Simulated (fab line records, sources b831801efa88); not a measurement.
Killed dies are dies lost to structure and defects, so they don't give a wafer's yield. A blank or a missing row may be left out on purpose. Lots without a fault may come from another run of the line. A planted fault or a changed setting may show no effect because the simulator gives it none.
fab line records | flow sky130
record lots=6 wafers=18 last_day=50
route steps=708 shown NWELL@63 PWDE@84 VT_ADJUST_HVTP@85 VT_ADJUST_LVTN@97 PAD_OPEN@708
lots that met no fault: from a run of the same line without faults
start_h: hours from the record's first day to the start of the lot's first wafer shown | wait_h: hours since the lot's step before | " the same as in the row above | L1.1+2: a row that stands for several wafers | - no value, or no start given | * or withheld: withheld | < > ~ a bound
route shown NAME@n: a module of which the file shows steps, and the number in the route of the first | usual: mean/standard deviation of fault-free wafers | same: alike in all rows | chamber/n: place in a boat | sites: the reading at each site | _std_site: their standard deviation | _edge_site: outer sites' mean less inner sites' | radius_mm: how far each site lies from the wafer's centre | mask NAME#n: copy n | behind: the tool/chamber that last shaped the wafer | hold: why the lot was held/for how many hours/how that ended | device: the transistor (n, p or np) that didn't switch | end of line: the same wafers' tests at the end of the route | a step without rows: its recipe alone | killed: dies lost to structure and defects at the first sort, not the wafer's yield | map: a wafer's dies, x killed, . not, _ none there
set.NAME: the setting as run; set.NAME@STEP: as run at that earlier step | model.NAME: the simulator's own value behind a step, which no gauge read
lots at some steps of the route; a table a step, a row a wafer
services: from which hour (start_h, from the record's first day; less than 0 if before it) a tool's chamber was out of use, for how many hours, and why
## steps
# step SKY_NWELL_OVL_MEAS_10
# usual NWELL_00_OVL=-0.8/1.3
# columns lot.wafer tool chamber start_h wait_h NWELL_00_OVL[nm]
L525.2 overlay-02 - 111.00 - -3.8
L525.5 " - " " -1.9
L525.6 " - " " -1.1
L526.3 overlay-02 - 116.72 - -1.4
L526.5 " - " " 0.3
L526.6 " - " " -0.5
L528.3 overlay-02 - 124.70 - -1.5
L528.4 " - " " -1.1
L528.6 " - " " 0.6
L529.1 overlay-01 - 132.31 - 0.2
L529.3 " - " " -0.9
L529.4 " - " " 1.2
L541.3 overlay-01 - 200.17 - -1.2
L541.5 " - " " -1.2
L541.6 " - " " -1.4
L543.1 overlay-01 - 213.39 - -0.9
L543.5 " - " " 0.3
L543.6 " - " " -0.8
# step SKY_NWELL_IMPLANT_11
# recipe species=P energy_kev=400 dose_cm2=1.9e+13 tilt_deg=withheld
# step SKY_NWELL_IMPLANT_12
# recipe species=P energy_kev=120 dose_cm2=1.3e+12 tilt_deg=withheld
# step SKY_NWELL_IMPLANT_13
# recipe species=P energy_kev=50 dose_cm2=7e+11 tilt_deg=withheld
# step SKY_NWELL_STRIP_14
# recipe chemistry=O2/N2 power_w=1400 pressure_mtorr=1500 platen_temp_c=withheld o2_flow_sccm=3000 n2_flow_sccm=300 overash_fraction=0.5
# usual drypump_motor_current_A=5.67/0.24 oes_product_au=0.722/0.0044 strip_time_to_endpoint_s=36.89/0.11
# columns lot.wafer tool chamber start_h wait_h drypump_motor_current_A oes_product_au rf_hours_counter_h strip_time_to_endpoint_s
L525.2 plasma_asher-01 1 111.48 0.1 5.76 0.729 29 36.69
L525.5 " 1 " " 5.75 0.716 - 36.73
L525.6 " 0 " " 5.24 0.724 - 36.73
L526.3 plasma_asher-04 0 117.23 0.1 5.79 0.724 - 36.81
L526.5 " 0 " " 5.78 0.724 - 36.93
L526.6 " 1 " " 5.90 0.727 - 36.92
L528.3 plasma_asher-04 1 125.21 0.1 5.85 0.729 - 37.08
L528.4 " 0 " " 5.75 0.716 - 36.94
L528.6 " 1 " " 5.91 0.728 - 37.12
L529.1 plasma_asher-04 0 132.79 0.1 5.77 0.721 46 36.83
L529.3 " 0 " " 5.78 0.731 - 36.77
L529.4 " 1 " " 5.88 0.724 - 36.78
L541.3 plasma_asher-01 1 200.67 0.1 5.73 0.722 - 36.79
L541.5 " 1 " " 5.73 0.720 - 36.88
L541.6 " 0 " " 5.26 0.728 - 36.75
L543.1 plasma_asher-01 0 213.87 0.1 5.25 0.718 43 36.83
L543.5 " 1 " " 5.77 0.725 - 36.73
L543.6 " 0 " " 5.24 0.726 - 36.79
# step SKY_NWELL_TW_MEAS_15
# usual NWELL_TW=1815/16
# columns lot.wafer tool chamber start_h wait_h NWELL_TW
L525.2 film_metro-04 - 111.59 0.1 1831
L525.5 " - " " 1824
L525.6 " - " " 1821
L526.3 film_metro-03 - 117.31 0.1 1786
L526.5 " - " " 1790
L526.6 " - " " 1801
L528.3 film_metro-03 - 125.30 0.1 1797
L528.4 " - " " 1800
L528.6 " - " " 1796
L529.1 film_metro-04 - 132.89 0.1 1834
L529.3 " - " " 1839
L529.4 " - " " 1850
L541.3 film_metro-04 - 200.76 0.1 1815
L541.5 " - " " 1828
L541.6 " - " " 1821
L543.1 film_metro-04 - 213.97 0.1 1826
L543.5 " - " " 1828
L543.6 " - " " 1821
# step SKY_NWELL_DEHYDRATE_16
# recipe temp_c=200 time_s=60
# step SKY_NWELL_HMDS_17
# recipe prime_time_s=60 prime_temp_c=120
# step SKY_NWELL_COAT_18
# recipe spin_rpm=2000 resist_thk_nm=3000
# step SKY_NWELL_SOFTBAKE_19
# recipe temp_c=110 time_s=withheld
# step SKY_NWELL_EXPOSE_20
# recipe mask_id=NWM_COMPLEMENT na=0.6 source_shape=conventional sigma_outer=0.6 polarization=unpolarized target_cd_nm=840 dose_mj=260
# step SKY_NWELL_PEB_21
# recipe temp_c=115 time_s=withheld
# step SKY_NWELL_DEVELOP_22
# recipe wall_angle_deg=90 developer=TMAH develop_time_s=60 dev_temp_c=23
# usual chill_plate_temp_C=23.01/0.11
# columns lot.wafer tool chamber start_h wait_h chill_plate_temp_C
L525.2 litho_track-02 0 128 - 23.02
L525.5 " 0 " " 23.13
L525.6 " 0 " " 23.13
L526.3 litho_track-01 0 135 - 23.07
L526.5 " 0 " " 23.04
L526.6 " 0 " " 23.02
L528.3 litho_track-01 0 143 - 22.94
L528.4 " 0 " " 23.04
L528.6 " 0 " " 22.93
L529.1 litho_track-01 0 151 - 23.24
L529.3 " 0 " " 22.99
L529.4 " 0 " " 23.00
L541.3 litho_track-01 0 223 - 23.10
L541.5 " 0 " " 23.21
L541.6 " 0 " " 22.79
L543.1 litho_track-01 0 236 - 22.98
L543.5 " 0 " " 22.87
L543.6 " 0 " " 22.89
# step SKY_NWELL_OVL_MEAS_23
# usual NWELL_01_OVL=-1.0/1.4
# columns lot.wafer tool chamber start_h wait_h NWELL_01_OVL[nm]
L525.2 overlay-02 - 128.50 - -0.8
L525.5 " - " " -0.8
L525.6 " - " " -1.8
L526.3 overlay-01 - 135.77 - -0.4
L526.5 " - " " -0.6
L526.6 " - " " -1.4
L528.3 overlay-01 - 143.97 - -1.3
L528.4 " - " " -3.1
L528.6 " - " " -2.0
L529.1 overlay-02 - 152.06 - 1.3
L529.3 " - " " 1.0
L529.4 " - " " 0.7
L541.3 overlay-02 - 223.12 - -3.6
L541.5 " - " " -5.6
L541.6 " - " " -2.4
L543.1 overlay-01 - 236.57 - -1.9
L543.5 " - " " -2.2
L543.6 " - " " -0.7
# step SKY_NWELL_IMPLANT_24
# recipe species=B energy_kev=140 dose_cm2=9.2e+12 tilt_deg=withheld
# step SKY_NWELL_STRIP_25
# recipe chemistry=O2/N2 power_w=1400 pressure_mtorr=1500 platen_temp_c=withheld o2_flow_sccm=3000 n2_flow_sccm=300 overash_fraction=0.5
# usual drypump_motor_current_A=5.69/0.25 oes_product_au=0.723/0.005 strip_time_to_endpoint_s=36.95/0.1
# columns lot.wafer tool chamber start_h wait_h drypump_motor_current_A oes_product_au rf_hours_counter_h strip_time_to_endpoint_s
L525.2 plasma_asher-01 0 128.68 0.1 5.24 0.717 31 37.01
L525.5 " 0 " " 5.25 0.731 - 37.01
L525.6 " 1 " " 5.75 0.719 - 36.90
L526.3 plasma_asher-01 1 135.97 0.1 5.77 0.726 - 37.00
L526.5 " 1 " " 5.76 0.719 - 36.90
L526.6 " 0 " " 5.28 0.721 - 36.96
L528.3 plasma_asher-03 1 144.17 0.1 5.95 0.726 - 36.85
L528.4 " 0 " " 5.85 0.725 - 36.86
L528.6 " 0 " " 5.84 0.725 - 36.89
L529.1 plasma_asher-03 0 152.24 0.1 5.81 0.714 47 36.95
L529.3 " 0 " " 5.83 0.731 - 36.92
L529.4 " 1 " " 5.96 0.720 - 36.84
L541.3 plasma_asher-04 1 223.32 0.1 5.91 0.727 - 36.95
L541.5 " 0 " " 5.78 0.724 - 36.88
L541.6 " 1 " " 5.90 0.721 - 36.85
L543.1 plasma_asher-04 1 236.76 0.1 5.93 0.715 55 36.85
L543.5 " 0 " " 5.77 0.725 - 36.77
L543.6 " 1 " " 5.89 0.725 - 36.83
# step SKY_NWELL_TW_MEAS_26
# usual NWELL_2_TW=496/3.7
# columns lot.wafer tool chamber start_h wait_h NWELL_2_TW
L525.2 film_metro-03 - 128.79 0.1 490
L525.5 " - " " 491
L525.6 " - " " 491
L526.3 film_metro-04 - 136.06 0.1 498
L526.5 " - " " 496
L526.6 " - " " 498
L528.3 film_metro-04 - 144.26 0.1 500
L528.4 " - " " 500
L528.6 " - " " 503
L529.1 film_metro-02 - 152.34 0.1 501
L529.3 " - " " 499
L529.4 " - " " 498
L541.3 film_metro-03 - 223.41 0.1 494
L541.5 " - " " 496
L541.6 " - " " 493
L543.1 film_metro-04 - 236.86 0.1 497
L543.5 " - " " 497
L543.6 " - " " 498
# step SKY_NWELL_CLEAN_27
# recipe chemistry=SC1/SC2 mix=1:4:20 temp_c=70 time_s=150 dry=n2_spin
# step SKY_NWELL_RTA_28
# recipe temp_c=1050 time_s=30 idle_temp_c=650 ramp_up_c_per_s=150 ramp_down_c_per_s=90 ambient=N2
# usual lamp_power_pct=25.31/0.055 ramp_down_c_per_s=90.002/0.018 wafer_temp_C_max=1054.8/0.96
# columns lot.wafer tool chamber start_h wait_h lamp_power_pct ramp_down_c_per_s wafer_temp_C_max
L525.2 rtp_anneal-01 0 128.91 0.0 25.27 89.977 1055.0
L525.5 " 0 " " 25.24 89.993 1057.6
L525.6 " 0 " " 25.42 90.032 1054.5
L526.3 rtp_anneal-01 0 136.18 0.0 25.23 90.021 1053.7
L526.5 " 0 " " 25.27 89.980 1055.7
L526.6 " 0 " " 25.35 89.995 1053.4
L528.3 rtp_anneal-01 0 144.38 0.0 25.38 89.980 1056.1
L528.4 " 0 " " 25.33 89.980 1057.3
L528.6 " 0 " " 25.25 90.029 1055.6
L529.1 rtp_anneal-01 0 152.45 0.0 25.24 90.003 1054.8
L529.3 " 0 " " 25.16 89.994 1054.4
L529.4 " 0 " " 25.28 90.011 1056.0
L541.3 rtp_anneal-02 0 223.54 0.0 25.19 90.007 1053.9
L541.5 " 0 " " 25.28 90.023 1054.0
L541.6 " 0 " " 25.31 90.010 1055.0
L543.1 rtp_anneal-02 0 236.97 0.0 25.29 89.998 1054.2
L543.5 " 0 " " 25.29 89.978 1052.8
L543.6 " 0 " " 25.30 89.945 1054.3
# step SKY_NWELL_RS_MEAS_29
# recipe thk_meas_gauge=four-point-probe
# usual NWELL_RS=625.3/1.9
# columns lot.wafer tool chamber start_h wait_h NWELL_RS[ohm/sq]
L525.2 film_metro-04 - 129.01 0.1 627.7
L525.5 " - " " 624.9
L525.6 " - " " 624.2
L526.3 film_metro-03 - 136.29 0.1 627.2
L526.5 " - " " 625.6
L526.6 " - " " 626.4
L528.3 film_metro-02 - 144.49 0.1 627.7
L528.4 " - " " 627.7
L528.6 " - " " 628.5
L529.1 film_metro-04 - 152.55 0.1 624.7
L529.3 " - " " 622.6
L529.4 " - " " 623.9
L541.3 film_metro-03 - 223.65 0.1 626.3
L541.5 " - " " 625.6
L541.6 " - " " 627.1
L543.1 film_metro-04 - 237.07 0.1 625.7
L543.5 " - " " 626.2
L543.6 " - " " 625.5
# step SKY_NWELL_RS_MEAS_31
# recipe thk_meas_gauge=four-point-probe
# usual PWDE_RS=5278/15
# columns lot.wafer tool chamber start_h wait_h PWDE_RS[ohm/sq]
L525.2 film_metro-04 - 129.25 0.1 5252
L525.5 " - " " 5266
L525.6 " - " " 5253
L526.3 film_metro-03 - 136.53 0.1 5269
L526.5 " - " " 5285
L526.6 " - " " 5262
L528.3 film_metro-02 - 144.73 0.1 5253
L528.4 " - " " 5253
L528.6 " - " " 5242
L529.1 film_metro-04 - 152.79 0.1 5271
L529.3 " - " " 5277
L529.4 " - " " 5296
L541.3 film_metro-03 - 223.89 0.1 5266
L541.5 " - " " 5280
L541.6 " - " " 5284
L543.1 film_metro-04 - 237.31 0.1 5266
L543.5 " - " " 5255
L543.6 " - " " 5264
# step SKY_VT_ADJUST_HVTP_DEHYDRATE_00
# recipe temp_c=200 time_s=60
# step SKY_VT_ADJUST_HVTP_HMDS_01
# recipe prime_time_s=60 prime_temp_c=120
# step SKY_VT_ADJUST_HVTP_COAT_02
# recipe resist=NOVOLAK spin_rpm=3000 resist_thk_nm=1140
# step SKY_VT_ADJUST_HVTP_SOFTBAKE_03
# recipe temp_c=90 time_s=60 resist=NOVOLAK
# step SKY_VT_ADJUST_HVTP_EXPOSE_04
# recipe mask_id=HVTPM na=0.6 source_shape=conventional sigma_outer=0.6 polarization=unpolarized target_cd_nm=380 dose_mj=140
# step SKY_VT_ADJUST_HVTP_PEB_05
# recipe temp_c=withheld time_s=* resist=NOVOLAK
# step SKY_VT_ADJUST_HVTP_DEVELOP_06
# recipe resist=NOVOLAK developer=TMAH develop_time_s=60 dev_temp_c=23
# step SKY_VT_ADJUST_HVTP_CD_MEAS_07
# recipe target_cd_nm=380
# usual cd_nm=380.5/2.5
# columns lot.wafer tool chamber start_h wait_h cd_nm
L525.2 cd_sem-02 - 148.09 0.1 383.3
L525.5 " - " " 381.2
L525.6 " - " " 383.3
L526.3 cd_sem-02 - 156.70 0.1 379.4
L526.5 " - " " 380.2
L526.6 " - " " 380.7
L528.3 cd_sem-01 - 165.01 0.1 382.6
L528.4 " - " " 383.3
L528.6 " - " " 380.6
L529.1 cd_sem-01 - 173.41 0.1 384.2
L529.3 " - " " 381.1
L529.4 " - " " 380.8
L541.3 cd_sem-01 - 247.50 0.1 384.1
L541.5 " - " " 382.3
L541.6 " - " " 383.4
L543.1 cd_sem-02 - 260.61 0.1 380.5
L543.5 " - " " 378.1
L543.6 " - " " 378.0
# step SKY_VT_ADJUST_HVTP_OVL_MEAS_08
# usual VT_ADJUST_HVTP_OVL=-0.9/1.3
# columns lot.wafer tool chamber start_h wait_h VT_ADJUST_HVTP_OVL[nm]
L525.2 overlay-02 - 148.20 0.1 -1.3
L525.5 " - " " -0.8
L525.6 " - " " 0.0
L526.3 overlay-02 - 156.80 0.1 -1.0
L526.5 " - " " -0.6
L526.6 " - " " -0.3
L528.3 overlay-01 - 165.10 0.1 0.6
L528.4 " - " " -0.7
L528.6 " - " " -0.1
L529.1 overlay-01 - 173.53 0.1 0.8
L529.3 " - " " 2.7
L529.4 " - " " 1.8
L541.3 overlay-01 - 247.60 0.1 -2.4
L541.5 " - " " -0.6
L541.6 " - " " -1.2
L543.1 overlay-02 - 260.73 0.1 -1.9
L543.5 " - " " -0.5
L543.6 " - " " -0.4
# step SKY_VT_ADJUST_HVTP_IMPLANT_09
# recipe species=As energy_kev=150 dose_cm2=4.3e+12 tilt_deg=withheld
# step SKY_VT_ADJUST_HVTP_STRIP_10
# recipe chemistry=O2/N2 power_w=1400 pressure_mtorr=1500 platen_temp_c=withheld o2_flow_sccm=3000 n2_flow_sccm=300 overash_fraction=0.5
# usual drypump_motor_current_A=5.8/0.34 oes_product_au=0.716/0.0047 strip_time_to_endpoint_s=14.19/0.037
# columns lot.wafer tool chamber start_h wait_h drypump_motor_current_A oes_product_au rf_hours_counter_h strip_time_to_endpoint_s
L525.2 plasma_asher-03 1 148.38 0.1 6.0 0.716 47 14.15
L525.5 " 0 " " 5.8 0.713 - 14.16
L525.6 " 1 " " 6.0 0.715 - 14.18
L526.3 plasma_asher-01 0 157.00 0.1 5.3 0.722 - 14.17
L526.5 " 0 " " 5.3 0.718 - 14.17
L526.6 " 1 " " 5.7 0.725 - 14.24
L528.3 plasma_asher-03 0 165.31 0.1 5.8 0.720 - 14.17
L528.4 " 1 " " 6.0 0.713 - 14.20
L528.6 " 1 " " 6.0 0.717 - 14.17
L529.1 plasma_asher-01 0 173.71 0.1 5.3 0.717 38 14.14
L529.3 " 0 " " 5.3 0.717 - 14.14
L529.4 " 1 " " 5.7 0.712 - 14.15
L541.3 plasma_asher-03 1 247.80 0.1 5.9 0.715 - 14.16
L541.5 " 0 " " 5.8 0.719 - 14.21
L541.6 " 1 " " 5.9 0.718 - 14.17
L543.1 plasma_asher-03 1 260.92 0.1 6.0 0.722 57 14.23
L543.5 " 0 " " 5.8 0.712 - 14.25
L543.6 " 1 " " 5.9 0.713 - 14.23
# step SKY_VT_ADJUST_HVTP_TW_MEAS_11
# usual VT_ADJUST_HVTP_TW=1352/8.7
# columns lot.wafer tool chamber start_h wait_h VT_ADJUST_HVTP_TW
L525.2 film_metro-03 - 148.49 0.1 1349
L525.5 " - " " 1346
L525.6 " - " " 1350
L526.3 film_metro-01 - 157.09 0.1 1348
L526.5 " - " " 1352
L526.6 " - " " 1358
L528.3 film_metro-03 - 165.40 0.1 1352
L528.4 " - " " 1339
L528.6 " - " " 1344
L529.1 film_metro-03 - 173.81 0.1 1338
L529.3 " - " " 1339
L529.4 " - " " 1335
L541.3 film_metro-01 - 247.89 0.1 1360
L541.5 " - " " 1356
L541.6 " - " " 1352
L543.1 film_metro-03 - 261.02 0.1 1342
L543.5 " - " " 1338
L543.6 " - " " 1351
# step SKY_VT_ADJUST_LVTN_DEHYDRATE_00
# recipe temp_c=200 time_s=60
# step SKY_VT_ADJUST_LVTN_HMDS_01
# recipe prime_time_s=60 prime_temp_c=120
# step SKY_VT_ADJUST_LVTN_COAT_02
# recipe spin_rpm=2000 resist_thk_nm=3000
# step SKY_VT_ADJUST_LVTN_SOFTBAKE_03
# recipe temp_c=110 time_s=withheld
# step SKY_VT_ADJUST_LVTN_EXPOSE_04
# recipe mask_id=NWM_COMPLEMENT_LESS_NATIVE na=0.6 source_shape=conventional sigma_outer=0.6 polarization=unpolarized target_cd_nm=840 dose_mj=194
# step SKY_VT_ADJUST_LVTN_PEB_05
# recipe temp_c=115 time_s=withheld
# step SKY_VT_ADJUST_LVTN_DEVELOP_06
# recipe wall_angle_deg=90 developer=TMAH develop_time_s=60 dev_temp_c=23
# step SKY_VT_ADJUST_LVTN_OVL_MEAS_07
# usual VT_ADJUST_LVTN_OVL=-0.6/1.5
# columns lot.wafer tool chamber start_h wait_h VT_ADJUST_LVTN_OVL[nm]
L525.2 overlay-02 - 168.24 - -1.4
L525.5 " - " " 2.3
L525.6 " - " " -2.0
L526.3 overlay-02 - 177.83 - -2.4
L526.5 " - " " 0.7
L526.6 " - " " 1.2
L528.3 overlay-01 - 185.88 - -3.7
L528.4 " - " " -1.6
L528.6 " - " " -3.7
L529.1 overlay-01 - 194.09 - 0.8
L529.3 " - " " 1.2
L529.4 " - " " -0.6
L541.3 overlay-01 - 271.90 - -2.1
L541.5 " - " " -1.7
L541.6 " - " " -1.8
L543.1 overlay-02 - 285.02 - -1.0
L543.5 " - " " -3.0
L543.6 " - " " -0.9
# step SKY_PAD_OPEN_PROBE_99
# usual killed_at_M0_to_M3=45/7.3 killed_at_M4_up=3.2/1.8 killed_at_contacts=25/5.5 killed_at_front_end=15/4.2 killed_at_other=0.3/0.69 killed_dies=89/9.4 killed_on_rim=17/3.8 killed_open=49/6.6 killed_short=40/6.4
# same gross_dies=492 killed_at_back_side=0
# columns lot.wafer tool chamber start_h wait_h killed_at_M0_to_M3 killed_at_M4_up killed_at_contacts killed_at_front_end killed_at_other killed_dies killed_on_rim killed_open killed_short model.etest.res_iso_pwell.width_nm model.etest.res_nwell.width_nm
L525.2 prober-02 - 1100.71 0.1 35 2 25 18 1 81 13 44 37 2665 826.9
L525.5 prober-02 - 1100.86 0.2 54 3 26 15 0 98 23 53 43 2659 830.9
L525.6 prober-02 - 1100.91 0.2 45 3 19 17 1 85 20 51 33 2661 829.4
L526.3 prober-02 - 1109.02 0.2 51 4 21 16 0 92 11 57 35 2672 833
L526.5 prober-02 - 1109.12 0.2 40 2 28 20 0 90 13 51 38 2660 829.4
L526.6 prober-02 - 1109.17 0.2 37 1 22 15 0 75 8 39 36 2664 828.3
L528.3 prober-01 - 1120.26 0.2 41 3 28 15 0 87 18 42 45 2661 840.3
L528.4 prober-01 - 1120.31 0.2 53 5 23 11 2 94 13 55 39 2621 861.2
L528.6 prober-01 - 1120.41 0.2 36 1 21 19 0 77 17 44 32 2643 837.5
L529.1 prober-02 - 1128.17 0.1 39 4 29 13 3 88 16 44 43 2607 857.2
L529.3 prober-02 - 1128.27 0.2 31 6 23 19 0 79 18 44 35 2635 837.7
L529.4 prober-02 - 1128.32 0.2 40 4 25 13 0 82 17 42 40 2601 861.5
L541.3 prober-02 - 1184.79 0.2 61 1 37 20 0 119 23 66 53 2650 844.8
L541.5 prober-02 - 1184.89 0.2 44 0 33 10 0 87 21 50 37 2649 845.4
L541.6 prober-02 - 1184.94 0.2 43 1 40 12 0 96 19 56 40 2643 836.6
L543.1 prober-02 - 1196.82 0.1 41 5 26 29 0 101 18 58 43 2648 838.4
L543.5 prober-02 - 1197.02 0.2 39 4 23 15 2 83 16 49 34 2647 842.8
L543.6 prober-02 - 1197.07 0.2 52 1 22 13 0 88 17 50 38 2650 839
# killed by level:class
L525.2 CONTACT:geometric_particle:open=11 VIA1:geometric_particle:open=7 METAL2:geometric_particle:short=7 POLY_GATE:geometric_particle:short=6 CONTACT:geometric_particle:short=6 VIA1:geometric_particle:short=6 VIA2:geometric_particle:open=5 FIELD_ISO:geometric_particle:open=4
L525.5 VIA1:geometric_particle:open=17 CONTACT:geometric_particle:open=9 CONTACT:geometric_particle:short=7 METAL1:geometric_particle:short=6 VIA2:geometric_particle:short=6 VIA2:geometric_particle:open=6 LI_CONTACT:geometric_particle:open=4 METAL2:geometric_particle:open=4
L525.6 VIA2:geometric_particle:open=9 VIA1:geometric_particle:open=8 CONTACT:geometric_particle:open=8 METAL1:geometric_particle:short=6 VIA3:geometric_particle:open=5 FIELD_ISO:geometric_particle:short=4 POLY_CUT:geometric_particle:open=4 LI_CONTACT:geometric_particle:open=4
L526.3 VIA1:geometric_particle:open=14 VIA3:geometric_particle:open=14 CONTACT:geometric_particle:open=10 VIA1:geometric_particle:short=6 FIELD_ISO:geometric_particle:open=5 POLY_GATE:geometric_particle:open=4 LOCAL_INTERCONNECT:geometric_particle:short=4 CONTACT:geometric_particle:short=4
L526.5 CONTACT:geometric_particle:open=13 VIA3:geometric_particle:open=13 POLY_GATE:geometric_particle:short=7 LI_CONTACT:geometric_particle:open=7 VIA1:geometric_particle:open=6 METAL2:geometric_particle:short=6 FIELD_ISO:geometric_particle:open=4 FIELD_ISO:geometric_particle:short=3
L526.6 CONTACT:geometric_particle:open=10 METAL2:geometric_particle:short=10 VIA1:geometric_particle:open=7 CONTACT:geometric_particle:short=5 VIA1:geometric_particle:short=5 POLY_CUT:geometric_particle:open=4 VIA3:geometric_particle:open=4 FIELD_ISO:geometric_particle:short=3
L528.3 CONTACT:geometric_particle:open=9 VIA1:geometric_particle:open=8 LI_CONTACT:geometric_particle:open=7 FIELD_ISO:geometric_particle:open=6 METAL2:geometric_particle:short=6 LI_CONTACT:geometric_particle:short=5 METAL1:geometric_particle:short=5 VIA1:geometric_particle:short=5
L528.4 VIA2:geometric_particle:open=15 CONTACT:geometric_particle:open=8 VIA1:geometric_particle:open=8 METAL2:geometric_particle:short=8 VIA3:geometric_particle:open=7 LI_CONTACT:geometric_particle:open=5 METAL1:geometric_particle:short=5 VIA2:geometric_particle:short=5
L528.6 CONTACT:geometric_particle:open=10 FIELD_ISO:geometric_particle:open=7 VIA2:geometric_particle:open=6 VIA1:geometric_particle:open=6 FIELD_ISO:geometric_particle:short=5 METAL1:geometric_particle:short=5 METAL2:geometric_particle:short=5 POLY_GATE:geometric_particle:open=4
L529.1 VIA1:geometric_particle:open=10 CONTACT:geometric_particle:open=9 LI_CONTACT:geometric_particle:open=8 CONTACT:geometric_particle:short=6 METAL2:geometric_particle:short=6 LOCAL_INTERCONNECT:geometric_particle:short=4 METAL1:geometric_particle:short=4 VIA2:geometric_particle:short=4
L529.3 LI_CONTACT:geometric_particle:open=13 VIA1:geometric_particle:open=8 POLY_GATE:geometric_particle:short=7 CONTACT:geometric_particle:open=7 METAL2:geometric_particle:short=6 VIA2:geometric_particle:short=6 POLY_GATE:geometric_particle:open=4 METAL4:geometric_particle:short=4
L529.4 VIA1:geometric_particle:open=13 CONTACT:geometric_particle:open=8 VIA2:geometric_particle:open=7 LI_CONTACT:geometric_particle:short=6 VIA1:geometric_particle:short=5 CONTACT:geometric_particle:short=5 FIELD_ISO:geometric_particle:short=4 VIA3:geometric_particle:short=4
L541.3 CONTACT:geometric_particle:open=15 VIA1:geometric_particle:open=10 VIA2:geometric_particle:open=9 LI_CONTACT:geometric_particle:open=9 VIA3:geometric_particle:open=9 VIA3:geometric_particle:short=8 METAL2:geometric_particle:short=7 POLY_GATE:geometric_particle:open=6
L541.5 CONTACT:geometric_particle:open=16 VIA1:geometric_particle:open=9 VIA2:geometric_particle:open=9 METAL2:geometric_particle:short=6 VIA3:geometric_particle:open=5 CONTACT:geometric_particle:short=5 LI_CONTACT:geometric_particle:short=4 LI_CONTACT:geometric_particle:open=4
L541.6 CONTACT:geometric_particle:open=17 LI_CONTACT:geometric_particle:open=9 VIA2:geometric_particle:open=9 METAL2:geometric_particle:short=8 LI_CONTACT:geometric_particle:short=7 VIA1:geometric_particle:short=7 POLY_GATE:geometric_particle:open=4 VIA1:geometric_particle:open=4
L543.1 CONTACT:geometric_particle:open=12 VIA2:geometric_particle:open=9 VIA1:geometric_particle:open=8 VIA3:geometric_particle:open=8 FIELD_ISO:geometric_particle:short=7 FIELD_ISO:geometric_particle:open=6 METAL2:geometric_particle:short=6 POLY_GATE:geometric_particle:open=5
L543.5 CONTACT:geometric_particle:open=8 VIA3:geometric_particle:open=8 VIA1:geometric_particle:open=7 VIA2:geometric_particle:open=7 LI_CONTACT:geometric_particle:open=6 METAL2:geometric_particle:short=6 POLY_GATE:geometric_particle:short=4 LOCAL_INTERCONNECT:geometric_particle:short=4
L543.6 VIA1:geometric_particle:open=13 CONTACT:geometric_particle:open=12 VIA2:geometric_particle:open=7 VIA3:geometric_particle:open=6 VIA3:geometric_particle:short=5 VIA1:geometric_particle:short=5 METAL1:geometric_particle:short=5 FIELD_ISO:geometric_particle:short=4
## services
# columns tool chamber start_h hours kind
plasma_asher-04 - 107.60 9.5 repair
plasma_asher-04 - 155.58 28.1 pm
plasma_asher-03 - 169.66 6.6 repair
plasma_asher-03 - 216.49 14.6 pm
plasma_asher-01 - 249.72 1.3 repair
## key
first_sign none at tools or gauges
model_effect step=SKY_PAD_OPEN_PROBE_99 value=etest.res_iso_pwell.width_nm without=2654 struck=2610
met_at SKY_NWELL_DEVELOP_22
struck_wafers L528.4,L529.1,L529.4
tester_left_out L528,L529
onset_between 135 143
fault kind=process_parameter_drift tool=litho_track-01 chamber=- onset_h=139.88 steps=SKY_NWELL_DEVELOP_22 channel=develop_time_s offset=* shape=step end_h=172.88 scope=struck_wafers_only acts_in=* stated=*
# tester_left_out: of these lots the tester's yield and bins aren't shown, on N5 and GAA mostly nor the transistor test; their killed dies are dies lost to structure and defects alone, not to doping, threshold or leakage, so they don't give the yield
